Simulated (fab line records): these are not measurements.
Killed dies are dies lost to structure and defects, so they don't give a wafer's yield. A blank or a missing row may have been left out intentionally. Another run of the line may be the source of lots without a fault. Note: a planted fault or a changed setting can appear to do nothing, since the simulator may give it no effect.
fab line records    flow sky130
record lots=5  wafers=15  last_day=50
route steps=708 shown METAL5@664
lots untouched by any fault: they come from a run of this same line in which no faults occurred
start_h: hours from the record's first day to the start of the lot's first wafer shown    wait_h: hours from the lot's prior step to this one    " same as the row above    L1.1+2: several wafers, shown together as one row    - either no value or no given start    * or withheld: withheld    < > ~ a bound
route shown NAME@n: names a module that has steps shown in the file, with the first one's number in the route    usual: the fault-free wafers' mean and standard deviation    same: alike in all rows    chamber/n: place in a boat    sites: per-site readings    _std_site: standard deviation of those values    _edge_site: inner sites' mean taken away from outer sites' mean    radius_mm: how far each site lies from the wafer's centre    mask NAME#n: copy n    behind: the last tool/chamber to shape the wafer    hold: why the lot went on hold/how many hours it stayed there/how the hold came to an end    device: the n, p or np transistor that did not switch    end of line: the same wafers' tests at the end of the route    where a step has no rows: the recipe by itself    killed: dies that structure and defects cost at the first sort, which is not the same as the wafer's yield    map: per-die view of a wafer (x killed, . not killed, _ where there is no die)
set.NAME: the setting as run; set.NAME@STEP: as run at that earlier step    model.NAME: the simulator's own value behind a step, which no gauge read
lots at selected steps of the route; one table per step, one row per wafer
services: from which hour (start_h, from the record's first day; less than 0 if before it) a tool's chamber was out of use, for how many hours, and why
## steps
# step SKY_METAL5_SPUTTER_03
# recipe material=Ti  target_thk_nm=5  power_w=3000  time_s=3.3  chamber_pressure_pa=0.4
# usual throttle_valve_pct=29.6/0.91
lot.wafer  tool            chamber  start_h  wait_h  throttle_valve_pct
L987.1     pvd_sputter-03  -        1016.17  0.0     28.3
L987.3     "               -        "        "       29.1
L987.4     "               -        "        "       28.7
L998.1     pvd_sputter-02  -        1089.53  0.0     29.7
L998.4     "               -        "        "       28.5
L998.6     "               -        "        "       29.7
L999.1     pvd_sputter-03  -        1094.92  0.0     29.1
L999.3     "               -        "        "       30.7
L999.4     "               -        "        "       27.9
L105.2     pvd_sputter-01  -        1135.59  0.0     31.0
L105.3     "               -        "        "       31.1
L105.6     "               -        "        "       30.9
L108.1     pvd_sputter-03  -        1150.40  0.0     28.9
L108.2     "               -        "        "       30.8
L108.6     "               -        "        "       29.0
# step SKY_METAL5_SPUTTER_04
# recipe material=TiN  target_thk_nm=70  power_w=6500  time_s=58.3  chamber_pressure_pa=0.4
# usual throttle_valve_pct=29.6/0.92
lot.wafer  tool            chamber  start_h  wait_h  throttle_valve_pct
L987.1     pvd_sputter-03  -        1016.19  0.0     28.1
L987.3     "               -        "        "       28.8
L987.4     "               -        "        "       29.1
L998.1     pvd_sputter-02  -        1089.55  0.0     29.7
L998.4     "               -        "        "       28.6
L998.6     "               -        "        "       29.8
L999.1     pvd_sputter-03  -        1094.94  0.0     29.2
L999.3     "               -        "        "       30.9
L999.4     "               -        "        "       28.4
L105.2     pvd_sputter-01  -        1135.61  0.0     31.2
L105.3     "               -        "        "       31.1
L105.6     "               -        "        "       30.9
L108.1     pvd_sputter-03  -        1150.42  0.0     28.8
L108.2     "               -        "        "       30.9
L108.6     "               -        "        "       28.8
# step SKY_METAL5_RS_MEAS_05
# recipe thk_meas_gauge=four-point-probe  reads=TiN_of_METAL5_SPUTTER_04+Ti_of_METAL5_SPUTTER_03+AlCu_of_METAL5_SPUTTER_02+TiN_of_METAL5_SPUTTER_01+Ti_of_METAL5_SPUTTER_00
# usual METAL5_ALCU_RS=0.0271/0.00037
lot.wafer  tool           chamber  start_h  wait_h  METAL5_ALCU_RS[ohm/sq]
L987.1     film_metro-01  -        1016.24  0.0     0.0270
L987.3     "              -        "        "       0.0269
L987.4     "              -        "        "       0.0270
L998.1     film_metro-04  -        1089.60  0.0     0.0266
L998.4     "              -        "        "       0.0270
L998.6     "              -        "        "       0.0265
L999.1     film_metro-04  -        1094.99  0.0     0.0275
L999.3     "              -        "        "       0.0273
L999.4     "              -        "        "       0.0275
L105.2     film_metro-01  -        1135.68  0.0     0.0270
L105.3     "              -        "        "       0.0269
L105.6     "              -        "        "       0.0270
L108.1     film_metro-04  -        1150.47  0.0     0.0271
L108.2     "              -        "        "       0.0271
L108.6     "              -        "        "       0.0270
# step SKY_METAL5_THK_MEAS_06
# recipe thk_meas_gauge=xrf  reads=AlCu_of_METAL5_SPUTTER_02
# usual METAL5_ALCU_THK=1140/18
lot.wafer  tool           chamber  start_h  wait_h  METAL5_ALCU_THK[nm]
L987.1     film_metro-01  -        1016.36  0.1     1136
L987.3     "              -        "        "       1145
L987.4     "              -        "        "       1135
L998.1     film_metro-04  -        1089.72  0.1     1164
L998.4     "              -        "        "       1145
L998.6     "              -        "        "       1158
L999.1     film_metro-04  -        1095.11  0.1     1123
L999.3     "              -        "        "       1132
L999.4     "              -        "        "       1125
L105.2     film_metro-01  -        1135.79  0.1     1136
L105.3     "              -        "        "       1135
L105.6     "              -        "        "       1132
L108.1     film_metro-04  -        1150.59  0.1     1147
L108.2     "              -        "        "       1138
L108.6     "              -        "        "       1153
# step SKY_METAL5_DEHYDRATE_07
# recipe temp_c=200  time_s=60
# step SKY_METAL5_HMDS_08
# recipe prime_time_s=60  prime_temp_c=120
# step SKY_METAL5_COAT_09
# recipe resist=NOVOLAK  spin_rpm=3000  resist_thk_nm=1800
# step SKY_METAL5_SOFTBAKE_10
# recipe temp_c=90  time_s=60  resist=NOVOLAK
# step SKY_METAL5_EXPOSE_11
# recipe mask_id=MM5  na=0.6  source_shape=conventional  sigma_outer=0.6  polarization=unpolarized  target_cd_nm=1600  dose_mj=190
# step SKY_METAL5_PEB_12
# recipe temp_c=withheld  time_s=*  resist=NOVOLAK
# step SKY_METAL5_DEVELOP_13
# recipe resist=NOVOLAK  developer=TMAH  develop_time_s=60  dev_temp_c=23
# step SKY_METAL5_DESCUM_14
# recipe chemistry=O2  source_power_w=150  bias_power_w=0  pressure_mtorr=10  temp_c=40  time_s=11
# usual drypump_motor_current_A=5.9/0.32  oes_product_au=1.006/0.015
lot.wafer  tool          chamber  start_h  wait_h  drypump_motor_current_A  oes_product_au  rf_hours_counter_h
L987.1     rie_metal-03  1        1038.45  0.1     6.4                      1.014           11
L987.3     "             0        "        "       5.9                      1.023           -
L987.4     "             1        "        "       6.4                      1.011           -
L998.1     rie_metal-02  1        1109.85  0.1     5.6                      0.995           2
L998.4     "             0        "        "       6.0                      1.013           -
L998.6     "             1        "        "       5.6                      0.991           -
L999.1     rie_metal-01  1        1114.70  0.1     5.5                      0.999           8
L999.3     "             1        "        "       5.5                      1.006           -
L999.4     "             0        "        "       6.0                      0.997           -
L105.2     rie_metal-02  1        1154.45  0.1     5.5                      0.986           -
L105.3     "             1        "        "       5.6                      0.988           -
L105.6     "             1        "        "       5.5                      0.994           -
L108.1     rie_metal-03  1        1167.13  0.1     6.4                      1.012           22
L108.2     "             0        "        "       5.9                      1.013           8
L108.6     "             1        "        "       6.4                      1.019           -
# step SKY_METAL5_METAL_ETCH_15
# recipe target_depth_a=12600  stop_on=SiO2  over_etch_frac=0.2  time_s=252  chemistry=Cl2/BCl3  resist_sidewall_deg=86  pressure_mtorr=10  icp_w=900  bias_w=48.5  Cl2_flow_sccm=60  bcl3_flow_sccm=30
# usual drypump_motor_current_A=5.9/0.32  oes_product_au=0.894/0.0055  throttle_valve_pct=22.264/0.0093
lot.wafer  tool          chamber  start_h  wait_h  drypump_motor_current_A  oes_product_au  rf_hours_counter_h  throttle_valve_pct  model.METAL5.feature_depth_nm  model.etch.depth_nm  model.NOVOLAK_of_METAL5_COAT_09.thk_nm
L987.1     rie_metal-03  1        1038.48  0.0     6.4                      0.896           11                  22.268              1266                           1266                 1015
L987.3     "             0        "        "       5.9                      0.892           -                   22.259              1256                           1256                 1015
L987.4     "             1        "        "       6.4                      0.902           -                   22.256              1266                           1266                 1010
L998.1     rie_metal-02  1        1109.88  0.0     5.6                      0.898           2                   22.264              1269                           1269                 1050
L998.4     "             0        "        "       6.0                      0.890           -                   22.270              1261                           1261                 1009
L998.6     "             1        "        "       5.6                      0.897           -                   22.251              1267                           1267                 1037
L999.1     rie_metal-01  1        1114.73  0.0     5.5                      0.894           8                   22.261              1263                           1263                 1030
L999.3     "             1        "        "       5.5                      0.881           -                   22.265              1250                           1250                 1031
L999.4     "             0        "        "       6.0                      0.898           -                   22.258              1263                           1263                 1046
L105.2     rie_metal-02  1        1154.58  0.1     5.6                      0.696           -                   22.274              783.6                          783.6                1398
L105.3     "             1        "        "       5.6                      0.889           -                   22.259              1267                           1267                 1048
L105.6     "             1        "        "       5.6                      0.894           -                   22.262              1265                           1265                 1037
L108.1     rie_metal-03  1        1167.17  0.0     6.4                      0.890           22                  22.259              1259                           1259                 1009
L108.2     "             0        "        "       5.9                      0.891           8                   22.271              1258                           1258                 1025
L108.6     "             1        "        "       6.5                      0.893           -                   22.251              1264                           1264                 1004
# step SKY_METAL5_STRIP_16
# recipe chemistry=O2/N2  power_w=1400  pressure_mtorr=1500  platen_temp_c=withheld  o2_flow_sccm=3000  n2_flow_sccm=300  overash_fraction=0.5
# usual drypump_motor_current_A=5.4/0.47  oes_product_au=0.711/0.0045  strip_time_to_endpoint_s=13.04/0.18
lot.wafer  tool             chamber  start_h  wait_h  drypump_motor_current_A  oes_product_au  rf_hours_counter_h  strip_time_to_endpoint_s
L987.1     plasma_asher-04  0        1038.72  0.2     4.8                      0.707           32                  12.84
L987.3     "                0        "        "       4.8                      0.715           -                   12.84
L987.4     "                1        "        "       6.1                      0.708           -                   12.76
L998.1     plasma_asher-02  0        1110.12  0.2     5.2                      0.709           70                  13.25
L998.4     "                1        "        "       5.2                      0.709           -                   12.82
L998.6     "                0        "        "       5.2                      0.713           -                   13.10
L999.1     plasma_asher-04  1        1114.97  0.2     6.1                      0.705           40                  13.04
L999.3     "                0        "        "       4.8                      0.715           -                   13.04
L999.4     "                1        "        "       6.1                      0.711           -                   13.20
L105.2     plasma_asher-02  1        1154.97  0.3     5.1                      0.720           74                  17.20
L105.3     "                0        "        "       5.2                      0.708           -                   13.23
L105.6     "                1        "        "       5.2                      0.712           -                   13.12
L108.1     plasma_asher-02  0        1167.40  0.2     5.2                      0.716           76                  12.82
L108.2     "                1        "        "       5.1                      0.708           76                  12.96
L108.6     "                1        "        "       5.1                      0.709           -                   12.80
# step SKY_METAL5_STRIP_17
# recipe chemistry=post_etch_residue_remover  time_s=1200  temp_c=72.5
## services
tool            chamber  start_h  hours  kind
pvd_sputter-02  -        995.14   1.4    repair
pvd_sputter-03  -        997.14   12.2   repair
pvd_sputter-01  -        1002.17  5.9    repair
pvd_sputter-01  -        1028.30  3.0    repair
rie_metal-03    0        1041.90  -      clean
rie_metal-03    0        1041.90  30.3   scheduled_down
rie_metal-03    0        1041.90  30.3   vent_cycle
pvd_sputter-03  3        1050.72  -      consumable_replace:kit
pvd_sputter-03  3        1050.72  18.0   scheduled_down
pvd_sputter-03  3        1050.72  18.0   vent_cycle
rie_metal-02    1        1055.15  -      clean
rie_metal-02    1        1055.15  21.0   scheduled_down
rie_metal-02    1        1055.15  21.0   vent_cycle
rie_metal-02    -        1068.22  0.7    repair
pvd_sputter-03  2        1106.89  -      consumable_replace:kit
pvd_sputter-03  2        1106.89  18.0   scheduled_down
pvd_sputter-03  2        1106.89  18.0   vent_cycle
rie_metal-02    -        1123.47  0.9    repair
rie_metal-02    0        1150.11  -      clean
rie_metal-02    0        1150.11  -      consumable_replace:focus_ring
rie_metal-02    0        1150.11  25.7   scheduled_down
pvd_sputter-03  1        1160.63  -      consumable_replace:kit
pvd_sputter-03  1        1160.63  18.0   scheduled_down
pvd_sputter-03  1        1160.63  18.0   vent_cycle
## key
first_sign step=SKY_METAL5_METAL_ETCH_15  reading=oes_product_au  direction=down  sigmas=36  usual=0.894  struck=0.696
effect step=SKY_METAL5_STRIP_16  reading=strip_time_to_endpoint_s  direction=up  sigmas=23  usual=*  struck=*
model_effect step=SKY_METAL5_METAL_ETCH_15  value=METAL5.feature_depth_nm  without=1262  struck=783.6
met_at SKY_METAL5_METAL_ETCH_15
struck_wafers L105.2
later_rows_left_out L105.2
sort_left_out L105.2
onset_between 1109.88 1154.58
fault kind=process_parameter_drift  tool=rie_metal-02  chamber=-  onset_h=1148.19  steps=SKY_METAL5_METAL_ETCH_15  channel=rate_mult  offset=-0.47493  shape=step  end_h=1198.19  scope=struck_wafers_only
# sort_left_out: the simulated sort isn't trusted on such a fault, so these wafers' sort isn't shown, and their yield isn't known
# later_rows_left_out: the simulator's readings of these wafers behind a module that went badly wrong aren't trusted and aren't shown, but for the sort
